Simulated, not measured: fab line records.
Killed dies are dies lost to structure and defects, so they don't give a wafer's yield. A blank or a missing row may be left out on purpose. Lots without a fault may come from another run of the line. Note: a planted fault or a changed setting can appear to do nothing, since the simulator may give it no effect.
Struck lot and sound lot, side by side + flow gf180mcu + 15 steps out of a route of 602
Sound: these wafers, L127.1, L127.3, L127.6. The struck wafers were L137.1, L137.2, L137.3. At the end, the cause is stated.
Each step with rows lists, per side, the tool, then ch with its chambers, then its first start. Under that, the readings that differ: sound wafers + struck wafers + difference of the means + sigmas: that difference in standard deviations of wafers without a fault.
alike: a reading whose means differ by less than 2 such deviations, as well as words and numbers matching on both sides. not compared: withheld readings; readings where some wafer has no value; bounds like >300 that might hide an equal value; numbers whose values overlap and for which the record gives no deviation.
A row with sigmas, a row that says differs or no value, or rows on one side alone: a step with any of these is where the two part. When numbers do not overlap yet have no deviation, they are printed without sigmas and do not part them. Lack of a reading on every wafer of one side parts them only where that side has two or more wafers.

first, 3 steps without rows for these wafers: GF_V2_STRIP_18 (strips in O2/N2); GF_V2_STRIP_19 (strips in post etch residue remover, time 1200 s); GF_V2_CLEAN_20 (cleans in DIW).
GF_V2_SPUTTER_21: material Ti, target thk 15 nm, time 80.02 s.
  sound on pvd sputter-02 at day 22 17:41; struck on pvd sputter-02 at day 25 22:26
  alike: chamber pressure pa, substrate temp c, throttle valve pct
GF_V2_SPUTTER_22: material TiN, target thk 10 nm, time 40 s.
  sound on pvd sputter-02 at day 22 17:45; struck on pvd sputter-02 at day 25 22:30
  alike: chamber pressure pa, throttle valve pct
then, 1 step without rows for these wafers: GF_V2_CVD_23 (deposits W, target thk 350 nm, time 104.94 s).
GF_V2_RS_MEAS_24: measures by four-point-probe.
  sound on film metro-01 at day 22 17:54; struck on film metro-03 at day 25 22:39
  alike: V2_W_RS
GF_V2_THK_MEAS_25: measures by xrf.
  sound on film metro-01 at day 22 18:01; struck on film metro-03 at day 25 22:46
  alike: V2_W_THK
GF_V2_CMP_26: polishes, stops on SiO2, t overpolish 15 s, target thk 0 nm.
  sound on cmp-01 ch 0,1, day 22 18:21; struck on cmp-02 ch 1,2,3, day 25 22:53
  alike: head pressure psi, motor current A, overpolish run s, time to endpoint s
then, 1 step without rows for these wafers: GF_M3_SPUTTER_00 (material Ti, target thk 37.5 nm, time 150 s).
GF_M3_SPUTTER_01: material TiN, target thk 30 nm, time 25 s.
  sound on pvd sputter-03 at day 22 18:45; struck on pvd sputter-03 at day 25 23:14
  alike: chamber pressure pa, throttle valve pct
then, 1 step without rows for these wafers: GF_M3_SPUTTER_02 (material AlCu, target thk 450 nm, time 23.9 s).
GF_M3_SPUTTER_03: material Ti, target thk 10 nm, time 6.7 s.
  sound on pvd sputter-03 at day 22 18:49; struck on pvd sputter-03 at day 25 23:17
| reading                               | sound           | struck            | difference | sigmas |
|---------------------------------------|-----------------|-------------------|------------|--------|
| model.Ti_of_M3_SPUTTER_03.thk nm (nm) | 10.1 10.07 10.1 | 12.95 12.99 12.83 | +2.83      |        |
  alike: chamber pressure pa, substrate temp c, throttle valve pct
GF_M3_SPUTTER_04: material TiN, target thk 50 nm, time 41.7 s.
  sound on pvd sputter-03 at day 22 18:50; struck on pvd sputter-03 at day 25 23:19
| reading                  | sound                | struck               | difference | sigmas |
|--------------------------|----------------------|----------------------|------------|--------|
| chamber pressure pa (Pa) | 0.4019 0.4011 0.4012 | 0.3990 0.3992 0.4000 | -0.0020    | -2     |
  alike: throttle valve pct
next, for these wafers, 1 step has no rows: GF_PASSIVATION_PROBE_99.

## WHERE THEY PART
Only at GF_M3_SPUTTER_04, as far as this record shows.

WHY: what had been put in by the simulator
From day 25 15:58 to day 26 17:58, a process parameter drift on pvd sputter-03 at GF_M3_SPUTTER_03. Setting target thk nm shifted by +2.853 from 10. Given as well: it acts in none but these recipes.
